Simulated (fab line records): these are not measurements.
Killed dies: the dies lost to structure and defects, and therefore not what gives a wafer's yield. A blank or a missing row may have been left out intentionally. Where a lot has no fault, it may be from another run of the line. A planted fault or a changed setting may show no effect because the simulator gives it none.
Comparing a struck lot with a sound one || flow sfq_line || 19 out of 325 route steps
Sound: the wafers L128.1, L128.3, L128.4. Struck: wafer L133.3. (L133.1, L133.2 of the same lot were not struck and are left out.) The cause comes at the end.
Per side, at each step with rows, come the tool, then ch with its chambers, and then its first start. Under that, the readings that differ: sound wafers || struck wafers || difference of the means || sigmas: that difference in standard deviations of wafers without a fault.
alike: readings with means less than 2 such deviations apart, plus words and numbers identical on both sides. not compared: withheld readings, readings lacking a value on some wafer, bounds such as >300 that could conceal the same value, and numbers that have no deviation in the record and whose values overlap.
The two part at a step that has a row with sigmas, a row that says differs or no value, or rows on one side only. Numbers that don't overlap but have no deviation are shown without sigmas and don't part them. A reading missing from all wafers of one side parts the sides only when that side holds two or more wafers.

first, 2 steps without rows for these wafers: SFQ_TRILAYER_JJ_CE_LITHO_PEB_117 (peb time 60 s); SFQ_TRILAYER_JJ_CE_LITHO_DEVELOP_116 (time 60 s).
SFQ_JJ_OVL_MEAS_931:
  struck on overlay-01, day 56 03:38; sound on overlay-01, day 55 21:38
  alike: J5_OVL
SFQ_TRILAYER_JJ_CE_METRO_MEASURE_117:
  struck on cd_sem-01, day 56 03:40; sound on cd_sem-01, day 55 21:40
  alike: cd_nm
SFQ_TRILAYER_JJ_CE_BARC_OPEN_RIE_150: chemistry O2, target BARC, target depth 240 nm, time 80 s.
  sound on rie_metal-04 ch 0,1, day 55 22:52; struck on rie_metal-02 ch 1, day 56 04:52
{"reading": "chamber_pressure_mTorr (mTorr)", "sound": "10.000 9.980 9.983", "struck": 10.007, "difference": "+0.019", "sigmas": "+2"}
  alike: drypump_motor_current_A, oes_product_au
  not compared: rf_hours_counter_h
SFQ_TRILAYER_JJ_CE_ETCH_RIE_118: chemistry SF6, target Nb, stops on Al2O3, time 97.7 s, target depth 170 nm.
  sound on rie_metal-04 ch 0,1, day 55 22:58; struck on rie_metal-02 ch 1, day 56 04:58
  alike: chamber_pressure_mTorr, drypump_motor_current_A, oes_product_au
  not compared: rf_hours_counter_h
following that, these wafers have no rows for 1 step: SFQ_TRILAYER_JJ_ANODIZE_ANODIZE_119.
SFQ_TRILAYER_JJ_CE_STRIP_STRIP_120: strips in O2.
  sound on rie_metal-01 ch 0,1, day 55 23:34; struck on rie_metal-04 ch 1, day 56 05:34
{"reading": "drypump_motor_current_A (A)", "sound": "5.5 5.4 5.5", "struck": 6.2, "difference": "+0.7", "sigmas": "+2"}
  alike: chamber_pressure_mTorr, oes_product_au, platen_temp_c
  not compared: rf_hours_counter_h
then, 4 steps without rows for these wafers: SFQ_TRILAYER_JJ_CE_STRIP_SOLV_CLEAN_121 (cleans in NMP, time 600 s); SFQ_TRILAYER_M5_LITHO_COAT_128 (resist thk 62 nm); SFQ_TRILAYER_M5_LITHO_COAT_123 (resist thk 600 nm); SFQ_TRILAYER_M5_LITHO_SOFTBAKE_127.
-- the record jumps here: 5 days lie between the struck wafers' starts before and after --
SFQ_TRILAYER_M5_LITHO_EXPOSE_124: exposes mask M5, target cd 700 nm.
  sound on krf_scanner-01 ch 0, day 60 11:21; struck on krf_scanner-01 ch 0, day 61 00:33
  alike: mask
then, 2 steps without rows for these wafers: SFQ_TRILAYER_M5_LITHO_PEB_126 (peb time 60 s); SFQ_TRILAYER_M5_LITHO_DEVELOP_125 (time 60 s).
SFQ_M5_OVL_MEAS_932:
  struck on overlay-02, day 61 02:03; sound on overlay-02, day 60 12:51
  alike: M5_OVL
SFQ_TRILAYER_M5_BARC_OPEN_METAL_ETCH_161: etches BARC in O2, target depth 125 nm, time 41.7 s.
  sound on rie_metal-02 ch 0,1, day 60 12:53; struck on rie_metal-03 ch 0, day 61 02:05
{"reading": "model.M5.cd_nm (nm)", "sound": "700.3 700.3 699.2", "struck": 694.3, "difference": -5.6, "sigmas": ""}
  alike: chamber_pressure_mTorr, drypump_motor_current_A, oes_product_au
  not compared: rf_hours_counter_h
SFQ_TRILAYER_M5_ETCH_METAL_ETCH_126: etches Nb in Cl2/BCl3, stops on SiO2, time 203.2 s, target depth 265 nm.
  sound on rie_metal-02 ch 0,1, day 60 12:56; struck on rie_metal-03 ch 0, day 61 02:08
{"reading": "model.M5.cd_nm (nm)", "sound": "698.2 698.2 698.3", "struck": 693.7, "difference": -4.5, "sigmas": ""}
  alike: chamber_pressure_mTorr, drypump_motor_current_A, oes_product_au
  not compared: rf_hours_counter_h
SFQ_TRILAYER_M5_STRIP_STRIP_127: strips in O2.
  sound on rie_metal-02 ch 0,1, day 60 13:08; struck on rie_metal-03 ch 0, day 61 02:20
  alike: chamber_pressure_mTorr, drypump_motor_current_A, oes_product_au, platen_temp_c
  not compared: rf_hours_counter_h

## WHERE THEY PART
At SFQ_TRILAYER_JJ_CE_BARC_OPEN_RIE_150 first; at SFQ_TRILAYER_JJ_CE_STRIP_STRIP_120 last (within this record only). Later steps at which nothing parts them and some readings are alike: SFQ_TRILAYER_M5_LITHO_EXPOSE_124, SFQ_M5_OVL_MEAS_932, SFQ_TRILAYER_M5_BARC_OPEN_METAL_ETCH_161, SFQ_TRILAYER_M5_ETCH_METAL_ETCH_126, SFQ_TRILAYER_M5_STRIP_STRIP_127.

WHY: whatever the simulator had introduced
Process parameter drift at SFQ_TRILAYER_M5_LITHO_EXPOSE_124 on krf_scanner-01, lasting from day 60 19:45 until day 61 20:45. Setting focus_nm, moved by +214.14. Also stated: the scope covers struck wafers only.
